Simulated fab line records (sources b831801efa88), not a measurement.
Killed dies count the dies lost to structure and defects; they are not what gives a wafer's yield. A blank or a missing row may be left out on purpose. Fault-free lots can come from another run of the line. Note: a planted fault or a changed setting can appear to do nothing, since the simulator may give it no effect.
Which tool did it?    flow sky130    24 lots, 72 wafers sampled, at 2 steps of a route of 708

WHAT EACH GAUGE READ, for each wafer
SKY_LOCAL_INTERCONNECT_RS_MEAS_01: the measuring method here is four-point-probe. Usual: for LOCAL_INTERCONNECT_TIN_RS the level is 14.16 ohm/sq and the standard deviation is 0.19.
lot   measured      on            LOCAL_INTERCONNECT_TIN_RS (ohm/sq)  flag
L074  day 29 08:17  filmMetro-03  13.99 14.07 14.08                   
L075  day 29 19:34  filmMetro-03  14.08 14.12 14.13                   
L076  day 30 13:43  filmMetro-04  13.84 13.89 13.83                   
L077  day 30 19:15  filmMetro-03  14.02 14.16 14.23                   
L078  day 30 22:43  filmMetro-03  13.96 14.01 13.92                   
L079  day 31 06:25  filmMetro-02  14.20 14.17 14.19                   
L080  day 31 15:31  filmMetro-02  13.95 13.91 13.88                   
L081  day 31 18:31  filmMetro-03  13.99 14.15 14.21                   
L082  day 32 16:52  filmMetro-04  14.17 14.24 14.34                   
L083  day 32 16:08  filmMetro-02  14.50 14.35 14.46                   
L084  day 33 00:16  filmMetro-02  14.33 14.24 14.35                   
L085  day 33 08:53  filmMetro-03  14.50 14.47 14.44                   
L086  day 34 03:13  filmMetro-04  13.78 13.80 13.76                   
L087  day 34 05:18  filmMetro-03  14.20 14.34 14.25                   
L088  day 34 06:32  filmMetro-02  14.36 14.44 14.42                   
L089  day 34 08:43  filmMetro-02  14.20 14.29 14.10                   
L090  day 34 22:25  filmMetro-03  14.37 14.44 14.35                   
L091  day 34 23:27  filmMetro-04  14.31 14.40 14.37                   
L092  day 35 03:31  filmMetro-04  14.18 14.11 14.13                   
L093  day 35 18:58  filmMetro-03  14.30 14.30 14.28                   
L094  day 36 01:30  filmMetro-02  13.97 13.89 14.00                   
L095  day 36 13:43  filmMetro-03  14.23 14.04 14.01                   
L096  day 36 19:29  filmMetro-03  13.93 14.06 14.16                   
L097  day 36 22:13  filmMetro-04  14.27 14.29 14.18                   

EACH LOT AND THE TOOL THAT RAN IT (in order: tool; ch and the chambers of the sampled wafers; start)
lot   SKY_FIELD_ISO_SOFTBAKE_09
L074  lithoTrack-04 ch 0, day 29 08:17 or earlier
L075  lithoTrack-01 ch 0, day 29 19:34 or earlier
L076  lithoTrack-04 ch 0, day 30 13:43 or earlier
L077  lithoTrack-03 ch 0, day 30 19:15 or earlier
L078  lithoTrack-04 ch 0, day 30 22:43 or earlier
L079  lithoTrack-03 ch 0, day 31 06:25 or earlier
L080  lithoTrack-04 ch 0, day 31 15:31 or earlier
L081  lithoTrack-04 ch 0, day 31 18:31 or earlier
L082  lithoTrack-03 ch 0, day 32 16:52 or earlier
L083  lithoTrack-01 ch 0, day 32 16:08 or earlier
L084  lithoTrack-03 ch 0, day 33 00:16 or earlier
L085  lithoTrack-03 ch 0, day 33 08:53 or earlier
L086  lithoTrack-01 ch 0, day 34 03:13 or earlier
L087  lithoTrack-03 ch 0, day 34 05:18 or earlier
L088  lithoTrack-03 ch 0, day 34 06:32 or earlier
L089  lithoTrack-03 ch 0, day 34 08:43 or earlier
L090  lithoTrack-04 ch 0, day 34 22:25 or earlier
L091  lithoTrack-03 ch 0, day 34 23:27 or earlier
L092  lithoTrack-04 ch 0, day 35 03:31 or earlier
L093  lithoTrack-03 ch 0, day 35 18:58 or earlier
L094  lithoTrack-04 ch 0, day 36 01:30 or earlier
L095  lithoTrack-04 ch 0, day 36 13:43 or earlier
L096  lithoTrack-03 ch 0, day 36 19:29 or earlier
L097  lithoTrack-03 ch 0, day 36 22:13 or earlier
- SKY_FIELD_ISO_SOFTBAKE_09: time 93.81 s.

AS READ BY THE TOOLS THEMSELVES (means over the sampled wafers that have a number; for cases with no such wafer, the mark the record gives instead)
SKY_FIELD_ISO_SOFTBAKE_09. Usual: plateSensorTCentreC 100.88 C, standard deviation 0.011; plateSensorTEdgeC 100.95 C, standard deviation 0.01.
lot   tool           plateSensorTCentreC (C)  plateSensorTEdgeC (C)  flag
L074  lithoTrack-04  100.88                   100.95                 
L075  lithoTrack-01  100.88                   100.95                 
L076  lithoTrack-04  100.87                   100.96                 
L077  lithoTrack-03  100.89                   100.95                 
L078  lithoTrack-04  100.88                   100.97                 
L079  lithoTrack-03  100.88                   100.95                 
L080  lithoTrack-04  100.88                   100.96                 
L081  lithoTrack-04  100.88                   100.95                 
L082  lithoTrack-03  100.88                   100.95                 
L083  lithoTrack-01  100.88                   100.96                 
L084  lithoTrack-03  100.88                   100.94                 
L085  lithoTrack-03  100.89                   100.95                 
L086  lithoTrack-01  100.88                   100.95                 
L087  lithoTrack-03  100.88                   100.95                 
L088  lithoTrack-03  100.89                   100.95                 
L089  lithoTrack-03  100.88                   100.95                 
L090  lithoTrack-04  100.89                   100.96                 
L091  lithoTrack-03  100.88                   100.97                 
L092  lithoTrack-04  100.88                   100.95                 
L093  lithoTrack-03  100.88                   100.95                 
L094  lithoTrack-04  100.88                   100.97                 
L095  lithoTrack-04  100.89                   100.96                 
L096  lithoTrack-03  100.88                   100.95                 
L097  lithoTrack-03  100.88                   100.96                 

THE ANSWER, worked out from the rows above alone
Rule: lot off if the mean of its wafers having a number is beyond 3 standard deviations from the usual mean. Also off: a lot with no number at a reading for which 4 or more lots have one. All remaining lots with rows at the step are treated as sound. Order of review: gauges by route order, followed by the tools' own readings, for which a lot's mean as printed above is used. At the first step where some lot is off, the reading lying furthest off is the one used; lots without a number count as furthest.
None of the lots is off at any reading shown; this tells nothing.

WHAT THE SIMULATOR HAD INSERTED
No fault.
